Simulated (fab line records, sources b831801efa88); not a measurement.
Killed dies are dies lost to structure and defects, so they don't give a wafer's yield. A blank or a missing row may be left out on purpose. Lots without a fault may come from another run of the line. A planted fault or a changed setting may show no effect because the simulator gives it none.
Split-lot experiment | flow gf180mcu | 5 lots, 23 wafers read, on a route of 602 steps

THE SPLIT
At GF_PASSIVATION_CVD_00 (deposits SiO2 from TEOS, target thk 1000 nm, time 111.95 s), the setting time_s was moved away from the recipe's 111.95 s on 8 of the 23 wafers read, by -6.6% to +11.3%. The other wafers ran this setting at the recipe's value.

The file shows no step between the split and the reading.

THE READING
PASSIVATION_CVD_00_THK, in nm, at GF_PASSIVATION_THK_MEAS_01. Fault-free wafers of this fab line usually give 998 nm, standard deviation 13 nm.

wafer  | tool, chamber at the split | time_s as run, s | against the recipe | PASSIVATION_CVD_00_THK, nm | against lot-mates on the recipe
L074.1 | pecvd-01, 0                | 104.6            | -6.6%              | 933                        | -60
L074.2 | pecvd-01, 1                | 111.95           | recipe             | 983                        | -
L074.4 | pecvd-01, 0                | 104.6            | -6.6%              | 949                        | -44
L074.5 | pecvd-01, 1                | 104.6            | -6.6%              | 939                        | -54
L074.6 | pecvd-01, 2                | 111.95           | recipe             | 1004                       | -
L075.1 | pecvd-01, 0                | 111.95           | recipe             | 997                        | -
L075.5 | pecvd-01, 2                | 111.95           | recipe             | 1000                       | -
L075.6 | pecvd-01, 0                | 111.95           | recipe             | 1003                       | -
L078.1 | pecvd-03, 2                | 111.95           | recipe             | 987                        | -
L078.3 | pecvd-03, 0                | 111.95           | recipe             | 1013                       | -
L078.4 | pecvd-03, 2                | 111.95           | recipe             | 1014                       | -
L078.5 | pecvd-03, 1                | 111.95           | recipe             | 1021                       | -
L078.6 | pecvd-03, 0                | 111.95           | recipe             | 1029                       | -
L079.1 | pecvd-03, 2                | 116.9            | +4.4%              | 1032                       | +21
L079.3 | pecvd-03, 0                | 116.9            | +4.4%              | 1057                       | +46
L079.4 | pecvd-03, 1                | 111.95           | recipe             | 1013                       | -
L079.5 | pecvd-03, 0                | 116.9            | +4.4%              | 1066                       | +55
L079.6 | pecvd-03, 2                | 111.95           | recipe             | 1009                       | -
L085.1 | pecvd-03, 0                | 111.95           | recipe             | 991                        | -
L085.3 | pecvd-03, 1                | 111.95           | recipe             | 991                        | -
L085.4 | pecvd-03, 0                | 111.95           | recipe             | 1018                       | -
L085.5 | pecvd-03, 2                | 124.6            | +11.3%             | 1101                       | +101
L085.6 | pecvd-03, 1                | 124.6            | +11.3%             | 1133                       | +133

THE FIT
A straight line over all 23 wafers: PASSIVATION_CVD_00_THK changes by +9.97 nm for each +1% of time_s; r = +0.96; the points scatter about the line by 13 nm.
The same after taking each lot's own level away (the mean of its wafers on the recipe; 23 wafers): +9.47 nm for each +1%; r = +0.96; scatter 13 nm.
On that fit, the largest move of time_s shifts the reading by 1.1e+02 nm.
The lots' own levels span 993.5 to 1012.8 nm, that is 1.5 times the standard deviation above.
So the lot-to-lot level changes the slope little: the two slopes agree.
Check: with one of the wafers moved furthest among these (+11.3%) left out of the fit, the line predicts +112 nm for it against its lot-mates. It came out at +101 nm against them.

THE WHOLE CHAIN: every reading that the file lists as answering this split, in the file's order
step                       | what it does                                               | reading                                                                            | change (the file's fit)             | r (the file's)
GF_PASSIVATION_CVD_00      | deposits SiO2 from TEOS, target thk 1000 nm, time 111.95 s | SiO2_of_PASSIVATION_CVD_00.thk_nm (the simulator's own value, which no gauge read) | +9.7 nm for each +1% of the setting | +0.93
GF_PASSIVATION_THK_MEAS_01 |                                                            | PASSIVATION_CVD_00_THK                                                             | +9.71 for each +1% of the setting   | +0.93

THE FILE'S OWN FIT
PASSIVATION_CVD_00_THK changes by +9.71 nm for each +1% of time_s, r = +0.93.
